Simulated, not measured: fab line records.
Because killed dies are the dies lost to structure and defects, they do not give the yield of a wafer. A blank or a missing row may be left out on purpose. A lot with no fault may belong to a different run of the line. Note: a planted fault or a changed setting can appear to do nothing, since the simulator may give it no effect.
fab line records | flow sky130
[record] lots = 12 wafers = 36 last-day = 49
route steps=708 shown FIELD_ISO@23 VIA4@641 METAL5@661 PAD_OPEN@708
lots that met no fault: from a run of the same line without faults
start-h: start of the lot's first displayed wafer, in hours after the record's first day | wait-h: hours since the lot's step before | " unchanged from the row above | L1.1+2: several wafers, shown together as one row | - either no value or no given start | * or withheld: withheld | < > ~ a bound
route shown NAME@n: a module of which the file shows steps, and the number in the route of the first | usual: mean/standard deviation of fault-free wafers | same: alike in all rows | chamber/n: place in a boat | sites: the reading at each site | _std_site: their standard deviation | _edge_site: mean of outer sites minus mean of inner sites | radius-mm: for every site, how far away it sits from the centre of the wafer | mask NAME#n: copy n | behind: tool/chamber where the wafer was last shaped | hold: cause of the lot's hold/its duration in hours/its outcome | device: names the non-switching transistor (n, p or np) | end of line: tests of these same wafers at the route's end | a step without rows: its recipe alone | killed: not the wafer's yield, but the dies lost to structure and defects at the first sort | map: dies across one wafer; x = killed, . = not, _ = none there
set.NAME: the setting the step ran with; set.NAME@STEP: the setting that earlier step ran with | model.NAME: the simulator's own value behind a step, which no gauge read
the route's steps for a sample of lots (tables are steps, rows are wafers)
services: the hour from which a tool's chamber was out of use, counted from the record's first day as start-h (under 0 if before that day), plus the number of hours and why
[[steps]]
[step SKY_FIELD_ISO_OXIDATION_22]
[recipe] temp-c = 950 ambient = O2 stabilise-s = 600 purge-s = 300 target-thk-a = 100 ox-time-s = 623
[usual] spike-tc-top-C = 956/4.1 spike-tc-upper-C = 951.0/1.1
[same] stabilise-s = 600
// columns lot.wafer tool chamber start-h wait-h spike-tc-top-C spike-tc-upper-C
L775.1 furnace-02 0 32.98 2.4 961 949.5
L775.3 " 0 " " 959 950.6
L775.4 " 0 " " 959 950.3
L777.1 furnace-02 0 39.82 0.2 960 951.2
L777.4 " 0 " " 959 952.1
L777.5 " 0 " " 959 951.4
L778.1 furnace-02 0 46.51 2.2 961 950.4
L778.4 " 0 " " 960 948.2
L778.6 " 0 " " 960 950.8
L779.2 furnace-01 0 50.56 0.1 950 951.9
L779.4 " 0 " " 952 952.2
L779.5 " 0 " " 952 952.6
L780.2 furnace-02 0 58.03 1.1 959 951.6
L780.4 " 0 " " 961 950.6
L780.6 " 0 " " 960 950.9
L781.3 furnace-02 0 60.89 0.1 959 951.5
L781.4 " 0 " " 960 951.5
L781.6 " 0 " " 960 950.2
L782.3 furnace-02 0 68.43 0.0 959 951.6
L782.4 " 0 " " 961 951.1
L782.5 " 0 " " 959 950.6
L783.3 furnace-02 0 71.30 1.2 961 951.0
L783.4 " 0 " " 960 951.6
L783.6 " 0 " " 960 951.5
L784.1 furnace-02 0 76.63 0.4 959 948.4
L784.4 " 0 " " 960 949.3
L784.5 " 0 " " 959 950.7
L786.1 furnace-01 0 88.38 1.4 950 952.3
L786.2 " 0 " " 952 951.8
L786.6 " 0 " " 951 952.0
L793.1 furnace-01 0 124.28 0.0 950 952.4
L793.4 " 0 " " 952 953.0
L793.6 " 0 " " 952 952.2
L795.2 furnace-01 0 134.22 0.0 952 949.9
L795.3 " 0 " " 951 952.3
L795.6 " 0 " " 953 951.4
[step SKY_VIA4_CMP_02]
[recipe] material = SiO2 down-force-psi = 4 platen-rpm = 60 pad-velocity-m-s = 0.94248
[usual] motor-current-A = 11.8/1.2 retaining-ring-pressure-frac = 1.000/0.0043
// columns lot.wafer tool chamber start-h wait-h motor-current-A retaining-ring-pressure-frac
L775.1 cmp-01 1 981.81 0.1 10.9 1.004
L775.3 " 3 " " 10.8 1.007
L775.4 " 0 " " 13.2 1.001
L777.4 cmp-02 1 995.85 0.0 11.4 1.005
L777.1 " 0 " " 10.3 0.999
L777.5 " 2 " " 12.8 0.996
L778.1 cmp-02 3 1004.14 0.1 15.0 0.997
L778.4 " 1 " " 12.0 1.001
L778.6 " 0 " " 11.3 1.003
L779.4 cmp-01 0 1005.45 0.1 12.6 1.011
L779.2 " 1 " " 10.9 1.009
L779.5 " 2 " " 10.2 0.997
L781.4 cmp-02 2 1021.41 0.1 12.9 0.994
L781.3 " 3 " " 14.8 0.999
L781.6 " 2 " " 12.6 0.995
L780.2 cmp-01 0 1024.38 0.0 12.4 0.995
L780.4 " 3 " " 10.4 1.001
L780.6 " 1 " " 10.7 1.002
L782.3 cmp-01 1 1042.02 0.2 10.6 1.007
L782.4 " 0 " " 11.5 1.000
L782.5 " 1 " " 10.9 1.006
L783.3 cmp-01 1 1043.91 0.0 11.0 1.001
L783.4 " 0 " " 12.4 1.005
L783.6 " 2 " " 11.4 1.002
L784.4 cmp-02 0 1045.48 0.0 10.1 1.000
L784.1 " 1 " " 11.7 1.002
L784.5 " 1 " " 11.4 0.992
L786.2 cmp-01 3 1059.78 0.1 10.9 0.999
L786.1 " 1 " " 11.0 0.997
L786.6 " 3 " " 11.3 0.997
L793.4 cmp-01 0 1099.16 0.0 12.9 0.996
L793.1 " 1 " " 10.5 1.007
L793.6 " 1 " " 10.6 0.998
L795.2 cmp-02 3 1105.54 0.1 14.5 1.001
L795.3 " 0 " " 11.0 1.001
L795.6 " 1 " " 11.7 1.001
[step SKY_METAL5_SPUTTER_00]
[recipe] material = Ti target-thk-nm = 15 power-w = 3000 time-s = 10 chamber-pressure-pa = 0.4
[usual] cathode-dc-power-W = 3000.0/0.51 chamber-pressure-pa = 0.4001/0.00079 throttle-valve-pct = 30.1/0.47
// columns lot.wafer tool chamber start-h wait-h cathode-dc-power-W chamber-pressure-pa throttle-valve-pct
L775.1 pvd-sputter-02 - 1006.56 0.2 2999.7 0.4001 30.6
L775.3 " - " " 3000.3 0.3990 29.8
L775.4 " - " " 3000.3 0.3996 29.9
L777.1 pvd-sputter-03 - 1019.97 0.1 2999.3 0.4004 30.4
L777.4 " - " " 3000.2 0.4007 30.4
L777.5 " - " " 3000.8 0.3993 30.3
L778.1 pvd-sputter-02 - 1027.79 0.1 3000.2 0.4005 30.0
L778.4 " - " " 3000.4 0.4004 30.6
L778.6 " - " " 2999.9 0.4010 29.8
L779.2 pvd-sputter-04 - 1028.92 0.1 2999.0 0.3991 29.9
L779.4 " - " " 2999.6 0.3992 29.9
L779.5 " - " " 3000.5 0.4007 29.9
L781.3 pvd-sputter-02 - 1045.21 0.1 3000.0 0.4004 29.2
L781.4 " - " " 2999.6 0.3998 29.6
L781.6 " - " " 3000.1 0.3999 30.6
L780.2 pvd-sputter-04 - 1048.65 0.3 2999.8 0.4015 30.2
L780.4 " - " " 3000.4 0.4005 29.8
L780.6 " - " " 3000.2 0.3996 29.9
L782.3 pvd-sputter-04 - 1065.45 0.2 3000.1 0.4009 29.9
L782.4 " - " " 2999.0 0.3999 30.2
L782.5 " - " " 3000.1 0.3994 29.8
L783.3 pvd-sputter-03 - 1067.17 0.2 2999.4 0.3995 31.1
L783.4 " - " " 2999.5 0.4004 30.9
L783.6 " - " " 2999.6 0.4009 30.6
L784.1 pvd-sputter-04 - 1068.40 0.1 2999.2 0.3994 29.7
L784.4 " - " " 3000.3 0.4010 30.0
L784.5 " - " " 2999.6 0.4001 30.3
L786.1 pvd-sputter-04 - 1082.61 0.2 2998.5 0.4000 29.8
L786.2 " - " " 2998.9 0.3983 30.2
L786.6 " - " " 3000.1 0.3990 29.8
L793.1 pvd-sputter-02 - 1120.52 0.1 3000.4 0.4002 30.1
L793.4 " - " " 3000.3 0.4004 30.4
L793.6 " - " " 3000.1 0.3990 29.5
L795.2 pvd-sputter-04 - 1126.47 0.2 3000.2 0.4001 30.4
L795.3 " - " " 2999.7 0.4006 30.0
L795.6 " - " " 3000.2 0.4004 29.7
[step SKY_METAL5_STRIP_16]
[recipe] chemistry = O2/N2 power-w = 1400 pressure-mtorr = 1500 platen-temp-c = withheld o2-flow-sccm = 3000 n2-flow-sccm = 300 overash-fraction = 0.5
[usual] chamber-pressure-mTorr = 1499.9/1.3 drypump-motor-current-A = 5.8/0.43 oes-product-au = 0.710/0.0045 strip-time-to-endpoint-s = 13.11/0.17
// columns lot.wafer tool chamber start-h wait-h chamber-pressure-mTorr drypump-motor-current-A oes-product-au rf-hours-counter-h strip-time-to-endpoint-s
L775.1 plasma-asher-01 1 1029.52 0.2 1498.3 5.1 0.709 95 12.67
L775.3 " 0 " " 1497.0 6.6 0.710 - 12.87
L775.4 " 1 " " 1500.2 5.1 0.711 - 13.23
L777.1 plasma-asher-04 0 1042.58 0.2 1500.4 6.4 0.712 115 13.28
L777.4 " 0 " " 1500.8 6.3 0.716 - 13.22
L777.5 " 0 " " 1499.3 6.3 0.703 - 13.26
L778.1 plasma-asher-03 0 1051.08 0.2 1501.5 5.4 0.707 56 13.06
L778.4 " 1 " " 1500.6 5.8 0.717 - 13.25
L778.6 " 0 " " 1499.1 5.4 0.712 - 13.30
L779.2 plasma-asher-01 0 1051.17 0.2 1500.3 6.5 0.708 97 13.28
L779.4 " 0 " " 1499.4 6.6 0.703 - 12.83
L779.5 " 1 " " 1499.1 5.1 0.713 - 12.90
L781.3 plasma-asher-04 1 1067.49 0.3 1500.9 6.2 0.719 - 13.09
L781.4 " 0 " " 1498.7 6.3 0.708 - 13.12
L781.6 " 1 " " 1502.0 6.2 0.713 - 13.09
L780.2 plasma-asher-03 1 1070.32 0.2 1498.7 5.8 0.704 58 12.86
L780.4 " 1 " " 1498.8 5.8 0.717 - 12.81
L780.6 " 1 " " 1499.9 5.8 0.708 - 13.21
L782.3 plasma-asher-03 0 1086.86 0.1 1501.2 5.4 0.702 - 13.23
L782.4 " 1 " " 1500.3 5.8 0.708 - 12.95
L782.5 " 1 " " 1501.1 5.8 0.709 - 13.25
L783.3 plasma-asher-03 1 1088.16 0.1 1499.2 5.8 0.707 - 13.30
L783.4 " 0 " " 1498.1 5.5 0.702 - 12.83
L783.6 " 0 " " 1500.8 5.4 0.704 - 13.22
L784.1 plasma-asher-03 1 1088.70 0.2 1499.7 5.8 0.713 60 13.32
L784.4 " 0 " " 1498.8 5.5 0.711 - 13.11
L784.5 " 0 " " 1498.8 5.5 0.717 - 13.24
L786.1 plasma-asher-04 0 1103.81 0.2 1500.8 6.3 0.708 4 13.17
L786.2 " 1 " " 1499.4 6.2 0.713 4 13.03
L786.6 " 0 " " 1500.4 6.4 0.711 - 12.87
L793.1 plasma-asher-03 0 1140.13 0.2 1498.5 5.5 0.721 65 13.13
L793.4 " 0 " " 1500.2 5.5 0.712 - 13.15
L793.6 " 0 " " 1499.3 5.5 0.707 - 13.09
L795.2 plasma-asher-03 1 1146.11 0.2 1497.9 5.8 0.701 66 13.07
L795.3 " 0 " " 1499.9 5.4 0.702 - 13.33
L795.6 " 0 " " 1498.7 5.5 0.715 - 13.10
[step SKY_PAD_OPEN_PROBE_99]
[usual] killed_at_M0_to_M3 = 43/6.6 killed_at_M4_up = 3.0/1.7 killed-at-contacts = 24/5.4 killed-at-front-end = 16/4.6 killed-at-other = 0.3/0.53 killed-dies = 87/9.7 killed-on-rim = 18/4 killed-open = 47/7.3 killed-short = 39/6.5
[same] gross-dies = 492 killed-at-back-side = 0
// columns lot.wafer tool chamber start-h wait-h killed_at_M0_to_M3 killed_at_M4_up killed-at-contacts killed-at-front-end killed-at-other killed-dies killed-on-rim killed-open killed-short
L775.1 prober-01 - 1076.21 0.1 41 5 23 9 0 78 13 43 33
L775.3 prober-01 - 1076.31 0.2 53 4 16 24 0 97 18 54 43
L775.4 prober-01 - 1076.36 0.2 35 4 18 12 0 69 14 41 28
L777.1 prober-01 - 1089.43 0.1 46 5 18 9 1 79 13 33 45
L777.4 prober-01 - 1089.58 0.2 31 2 25 19 1 78 13 34 44
L777.5 prober-01 - 1089.63 0.2 45 5 28 6 0 84 19 53 31
L778.1 prober-02 - 1095.76 0.1 39 2 23 14 1 79 19 43 36
L778.4 prober-02 - 1095.91 0.2 42 6 25 14 1 88 18 45 43
L778.6 prober-02 - 1096.01 0.2 45 0 27 17 0 89 23 48 41
L779.2 prober-01 - 1097.03 0.1 46 3 27 16 0 92 13 54 35
L779.4 prober-01 - 1097.13 0.2 45 6 23 16 1 91 21 53 35
L779.5 prober-01 - 1097.18 0.2 34 3 23 19 0 79 10 44 33
L781.3 prober-01 - 1111.53 0.2 38 4 20 17 0 79 18 43 35
L781.4 prober-01 - 1111.58 0.2 46 4 34 14 0 98 19 56 42
L781.6 prober-01 - 1111.68 0.2 42 3 26 18 0 89 20 56 31
L780.2 prober-02 - 1114.25 0.1 44 2 28 10 0 84 14 45 39
L780.4 prober-02 - 1114.35 0.2 48 4 22 17 1 92 24 44 48
L780.6 prober-02 - 1114.45 0.2 37 6 27 6 0 76 16 33 43
L782.3 prober-01 - 1128.99 0.2 36 6 27 12 2 83 19 52 31
L782.4 prober-01 - 1129.04 0.2 47 3 19 22 1 92 22 53 39
L782.5 prober-01 - 1129.09 0.2 44 2 27 19 1 93 15 54 39
L783.3 prober-02 - 1131.51 0.2 41 3 24 185 0 253 56 54 32
L783.4 prober-02 - 1131.56 0.2 41 1 24 163 0 229 41 47 36
L783.6 prober-02 - 1131.66 0.2 51 5 22 176 0 254 49 49 46
L784.1 prober-01 - 1132.68 0.1 28 3 24 180 0 235 52 33 31
L784.4 prober-01 - 1132.83 0.2 36 0 24 176 0 236 36 37 34
L784.5 prober-01 - 1132.88 0.2 43 0 25 172 0 240 55 38 39
L786.1 prober-01 - 1145.61 0.1 38 3 28 27 0 96 16 49 47
L786.2 prober-01 - 1145.66 0.1 49 3 24 13 0 89 18 45 44
L786.6 prober-01 - 1145.86 0.2 40 2 26 11 0 79 19 42 37
L793.1 prober-02 - 1177.78 0.1 42 6 31 15 0 94 18 55 39
L793.4 prober-02 - 1177.93 0.2 42 1 31 18 0 92 14 46 46
L793.6 prober-02 - 1178.03 0.2 43 4 36 18 0 101 22 48 53
L795.2 prober-02 - 1183.61 0.1 47 5 8 19 0 79 8 39 40
L795.3 prober-02 - 1183.66 0.2 37 1 14 19 0 71 20 37 34
L795.6 prober-02 - 1183.81 0.2 46 3 28 14 0 91 20 46 44
// killed by level:class
L775.1 VIA1:geometric-particle:open=10 CONTACT:geometric-particle:open=7 VIA1:geometric-particle:short=6 VIA2:geometric-particle:open=6 LI_CONTACT:geometric-particle:open=5 CONTACT:geometric-particle:short=5 VIA3:geometric-particle:open=5 POLY_GATE:geometric-particle:short=3
L775.3 VIA1:geometric-particle:open=19 FIELD_ISO:geometric-particle:short=7 CONTACT:geometric-particle:open=7 POLY_GATE:geometric-particle:open=6 METAL3:geometric-particle:short=6 VIA1:geometric-particle:short=5 FIELD_ISO:geometric-particle:open=4 VIA2:geometric-particle:short=4
L775.4 CONTACT:geometric-particle:open=8 VIA1:geometric-particle:open=8 METAL1:geometric-particle:short=7 VIA2:geometric-particle:open=6 LI_CONTACT:geometric-particle:open=5 POLY_GATE:geometric-particle:open=4 VIA1:geometric-particle:short=4 VIA3:geometric-particle:open=4
L777.1 METAL1:geometric-particle:short=9 VIA2:geometric-particle:open=6 METAL3:geometric-particle:short=6 VIA3:geometric-particle:open=6 CONTACT:geometric-particle:open=5 VIA1:geometric-particle:short=5 FIELD_ISO:geometric-particle:open=4 CONTACT:geometric-particle:short=4
L777.4 CONTACT:geometric-particle:short=8 VIA1:geometric-particle:open=7 FIELD_ISO:geometric-particle:open=6 FIELD_ISO:geometric-particle:short=6 LOCAL_INTERCONNECT:geometric-particle:short=6 CONTACT:geometric-particle:open=6 METAL1:geometric-particle:short=5 VIA1:geometric-particle:short=4
L777.5 CONTACT:geometric-particle:open=13 VIA3:geometric-particle:open=13 VIA1:geometric-particle:open=8 LI_CONTACT:geometric-particle:open=7 METAL2:geometric-particle:short=7 METAL1:geometric-particle:short=4 VIA2:geometric-particle:open=4 FIELD_ISO:geometric-particle:open=3
L778.1 LI_CONTACT:geometric-particle:open=10 VIA1:geometric-particle:open=6 VIA2:geometric-particle:open=6 METAL2:geometric-particle:short=5 CONTACT:geometric-particle:short=5 CONTACT:geometric-particle:open=5 FIELD_ISO:geometric-particle:open=4 VIA2:geometric-particle:short=4
L778.4 METAL1:geometric-particle:short=10 VIA1:geometric-particle:open=8 FIELD_ISO:geometric-particle:short=6 VIA3:geometric-particle:open=6 LI_CONTACT:geometric-particle:open=5 LOCAL_INTERCONNECT:geometric-particle:short=5 CONTACT:geometric-particle:open=5 FIELD_ISO:geometric-particle:open=4
L778.6 LI_CONTACT:geometric-particle:open=9 CONTACT:geometric-particle:open=9 VIA2:geometric-particle:open=9 METAL1:geometric-particle:short=7 POLY_GATE:geometric-particle:open=6 VIA1:geometric-particle:short=6 LOCAL_INTERCONNECT:geometric-particle:short=6 VIA1:geometric-particle:open=5
L779.2 CONTACT:geometric-particle:open=10 VIA2:geometric-particle:open=10 LI_CONTACT:geometric-particle:open=7 CONTACT:geometric-particle:short=7 VIA1:geometric-particle:open=7 VIA3:geometric-particle:open=6 METAL2:geometric-particle:short=5 FIELD_ISO:geometric-particle:open=4
L779.4 CONTACT:geometric-particle:open=11 VIA2:geometric-particle:open=10 VIA1:geometric-particle:open=10 LOCAL_INTERCONNECT:geometric-particle:short=6 METAL1:geometric-particle:short=6 FIELD_ISO:geometric-particle:short=5 LI_CONTACT:geometric-particle:open=5 VIA3:geometric-particle:open=5
L779.5 VIA1:geometric-particle:open=8 CONTACT:geometric-particle:open=8 VIA2:geometric-particle:open=7 FIELD_ISO:geometric-particle:short=5 POLY_GATE:geometric-particle:open=4 LI_CONTACT:geometric-particle:open=4 CONTACT:geometric-particle:short=4 FIELD_ISO:geometric-particle:open=3
L781.3 VIA1:geometric-particle:open=10 VIA2:geometric-particle:open=8 LI_CONTACT:geometric-particle:open=7 CONTACT:geometric-particle:open=7 POLY_GATE:geometric-particle:short=5 METAL2:geometric-particle:short=5 FIELD_ISO:geometric-particle:short=4 VIA3:geometric-particle:short=4
L781.4 VIA1:geometric-particle:open=14 CONTACT:geometric-particle:open=12 LI_CONTACT:geometric-particle:open=9 CONTACT:geometric-particle:short=7 VIA3:geometric-particle:open=6 METAL2:geometric-particle:short=6 FIELD_ISO:geometric-particle:short=5 POLY_GATE:geometric-particle:open=4
L781.6 LI_CONTACT:geometric-particle:open=10 CONTACT:geometric-particle:open=9 VIA1:geometric-particle:open=9 POLY_GATE:geometric-particle:open=8 VIA3:geometric-particle:open=8 VIA2:geometric-particle:open=5 VIA1:geometric-particle:short=5 FIELD_ISO:geometric-particle:short=4
L780.2 VIA1:geometric-particle:open=13 CONTACT:geometric-particle:open=9 LI_CONTACT:geometric-particle:open=7 METAL1:geometric-particle:short=7 METAL2:geometric-particle:short=5 FIELD_ISO:geometric-particle:open=4 LOCAL_INTERCONNECT:geometric-particle:short=4 CONTACT:geometric-particle:short=4
L780.4 VIA1:geometric-particle:open=10 VIA2:geometric-particle:open=7 METAL2:geometric-particle:short=7 POLY_GATE:geometric-particle:short=6 LI_CONTACT:geometric-particle:open=6 VIA3:geometric-particle:open=6 LOCAL_INTERCONNECT:geometric-particle:short=5 CONTACT:geometric-particle:open=5
L780.6 CONTACT:geometric-particle:open=10 METAL2:geometric-particle:short=8 VIA3:geometric-particle:open=7 LOCAL_INTERCONNECT:geometric-particle:short=6 METAL4:geometric-particle:short=5 LI_CONTACT:geometric-particle:open=4 VIA1:geometric-particle:open=4 VIA2:geometric-particle:short=4
L782.3 VIA1:geometric-particle:open=14 LI_CONTACT:geometric-particle:open=7 LI_CONTACT:geometric-particle:short=5 CONTACT:geometric-particle:open=5 VIA2:geometric-particle:open=5 POLY_GATE:geometric-particle:open=4 LOCAL_INTERCONNECT:geometric-particle:open=4 METAL1:geometric-particle:short=4
L782.4 VIA2:geometric-particle:open=10 VIA3:geometric-particle:open=9 VIA1:geometric-particle:open=8 FIELD_ISO:geometric-particle:open=7 LI_CONTACT:geometric-particle:open=7 CONTACT:geometric-particle:open=7 METAL2:geometric-particle:short=6 POLY_GATE:geometric-particle:short=5
L782.5 CONTACT:geometric-particle:open=10 VIA1:geometric-particle:open=9 LI_CONTACT:geometric-particle:open=8 VIA2:geometric-particle:open=8 FIELD_ISO:geometric-particle:open=7 METAL1:geometric-particle:short=7 METAL2:geometric-particle:short=6 CONTACT:geometric-particle:short=5
L783.3 FIELD_ISO:unspecified=167 VIA1:geometric-particle:open=16 CONTACT:geometric-particle:open=14 FIELD_ISO:geometric-particle:short=8 FIELD_ISO:geometric-particle:open=4 LI_CONTACT:geometric-particle:open=4 VIA1:geometric-particle:short=4 VIA2:geometric-particle:open=4
L783.4 FIELD_ISO:unspecified=146 VIA1:geometric-particle:open=13 CONTACT:geometric-particle:open=8 VIA3:geometric-particle:open=8 LI_CONTACT:geometric-particle:open=6 FIELD_ISO:geometric-particle:short=5 LI_CONTACT:geometric-particle:short=5 METAL3:geometric-particle:short=4
L783.6 FIELD_ISO:unspecified=159 VIA2:geometric-particle:open=10 VIA1:geometric-particle:short=9 VIA1:geometric-particle:open=8 CONTACT:geometric-particle:open=6 METAL1:geometric-particle:short=6 VIA3:geometric-particle:open=6 LI_CONTACT:geometric-particle:short=5
L784.1 FIELD_ISO:unspecified=171 CONTACT:geometric-particle:open=12 CONTACT:geometric-particle:short=6 METAL3:geometric-particle:short=5 FIELD_ISO:geometric-particle:open=4 LI_CONTACT:geometric-particle:open=4 VIA3:geometric-particle:open=4 VIA1:geometric-particle:open=4
L784.4 FIELD_ISO:unspecified=165 CONTACT:geometric-particle:open=10 LOCAL_INTERCONNECT:geometric-particle:short=7 VIA1:geometric-particle:open=7 FIELD_ISO:geometric-particle:open=5 METAL2:geometric-particle:short=5 METAL2:geometric-particle:open=4 CONTACT:geometric-particle:short=4
L784.5 FIELD_ISO:unspecified=163 CONTACT:geometric-particle:open=9 VIA2:geometric-particle:open=8 METAL1:geometric-particle:short=7 LI_CONTACT:geometric-particle:open=6 VIA3:geometric-particle:open=6 METAL3:geometric-particle:short=5 LOCAL_INTERCONNECT:geometric-particle:short=4
L786.1 CONTACT:geometric-particle:open=9 FIELD_ISO:geometric-particle:open=8 LI_CONTACT:geometric-particle:open=8 FIELD_ISO:geometric-particle:short=7 VIA3:geometric-particle:open=6 METAL1:geometric-particle:short=6 POLY_GATE:geometric-particle:short=5 CONTACT:geometric-particle:short=5
L786.2 VIA1:geometric-particle:open=15 CONTACT:geometric-particle:short=6 CONTACT:geometric-particle:open=6 LI_CONTACT:geometric-particle:open=5 LOCAL_INTERCONNECT:geometric-particle:short=5 METAL2:geometric-particle:short=5 METAL3:geometric-particle:short=5 VIA3:geometric-particle:open=5
L786.6 VIA2:geometric-particle:open=10 LOCAL_INTERCONNECT:geometric-particle:short=9 VIA1:geometric-particle:open=8 CONTACT:geometric-particle:short=6 VIA1:geometric-particle:short=6 CONTACT:geometric-particle:open=5 POLY_GATE:geometric-particle:open=4 LI_CONTACT:geometric-particle:open=4
L793.1 CONTACT:geometric-particle:open=11 VIA1:geometric-particle:open=11 CONTACT:geometric-particle:short=7 METAL1:geometric-particle:short=7 FIELD_ISO:geometric-particle:open=6 VIA2:geometric-particle:open=6 POLY_GATE:geometric-particle:open=6 LI_CONTACT:geometric-particle:open=6
L793.4 CONTACT:geometric-particle:open=13 VIA1:geometric-particle:open=7 VIA1:geometric-particle:short=7 VIA3:geometric-particle:open=6 POLY_GATE:geometric-particle:short=4 LI_CONTACT:geometric-particle:short=4 LI_CONTACT:geometric-particle:open=4 LOCAL_INTERCONNECT:geometric-particle:short=4
L793.6 CONTACT:geometric-particle:open=13 LI_CONTACT:geometric-particle:open=10 LOCAL_INTERCONNECT:geometric-particle:short=8 METAL1:geometric-particle:short=7 VIA1:geometric-particle:short=6 VIA3:geometric-particle:short=6 VIA1:geometric-particle:open=5 VIA2:geometric-particle:open=5
L795.2 VIA1:geometric-particle:open=12 METAL2:geometric-particle:short=7 VIA2:geometric-particle:open=7 POLY_GATE:geometric-particle:short=5 METAL1:geometric-particle:short=5 METAL4:geometric-particle:short=5 FIELD_ISO:geometric-particle:open=4 VIA3:geometric-particle:open=4
L795.3 VIA1:geometric-particle:open=9 FIELD_ISO:geometric-particle:short=6 CONTACT:geometric-particle:open=6 METAL1:geometric-particle:short=5 VIA2:geometric-particle:open=5 POLY_GATE:geometric-particle:open=4 VIA3:geometric-particle:open=4 LOCAL_INTERCONNECT:geometric-particle:short=3
L795.6 VIA1:geometric-particle:open=11 CONTACT:geometric-particle:open=8 VIA1:geometric-particle:short=6 POLY_GATE:geometric-particle:short=5 LI_CONTACT:geometric-particle:open=5 METAL1:geometric-particle:short=5 METAL3:geometric-particle:short=5 LI_CONTACT:geometric-particle:short=4
[[services]]
// columns tool chamber start-h hours kind
cmp-01 - 19.22 0.2 repair
cmp-01 - 34.17 1.2 repair
furnace-02 - 42.50 4.0 pm
cmp-01 - 64.15 4.0 pm
cmp-01 - 110.01 0.8 repair
cmp-01 - 121.60 18.8 repair
plasma-asher-03 - 129.48 10.0 repair
furnace-02 - 256.63 4.1 pm
furnace-02 - 261.92 3.7 pm
furnace-02 - 428.89 4.0 pm
furnace-02 - 438.69 10.4 pm
furnace-02 - 539.23 3.1 pm
furnace-02 - 597.21 4.7 pm
furnace-02 - 717.63 17.9 pm
furnace-02 - 762.89 6.9 pm
furnace-02 - 769.76 3.0 pm
furnace-02 - 821.35 4.8 pm
furnace-02 - 932.89 3.0 pm
furnace-02 - 939.35 11.0 repair
furnace-02 - 965.01 5.7 repair
furnace-02 - 1035.89 20.6 repair
furnace-02 - 1074.41 7.1 repair
furnace-02 - 1100.89 3.9 pm
furnace-02 - 1104.81 4.0 pm
[[key]]
[first-sign] step = SKY_PAD_OPEN_PROBE_99 reading = killed-at-front-end direction = up sigmas = 35 usual = 16 struck = 175
[effect] step = SKY_PAD_OPEN_PROBE_99 reading = killed-dies direction = up sigmas = 16 usual = 87 struck = 241
met-at SKY_FIELD_ISO_OXIDATION_22
struck-lots L783,L784
tester-left-out L783,L784
not-acting-at SKY_VIA4_CMP_02,SKY_METAL5_SPUTTER_00,SKY_METAL5_STRIP_16
onset-between 68.43 71.30
[fault] kind = chamber-particle-source tool = furnace-02 chamber = - onset-h = 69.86 steps = SKY_FIELD_ISO_OXIDATION_22 rate-per-visit-cm2 = 0.79857 end-h = 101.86
// tester-left-out: of these lots the tester's yield and bins aren't shown, on N5 and GAA mostly nor the transistor test; their killed dies are dies lost to structure and defects alone, not to doping, threshold or leakage, so they don't give the yield
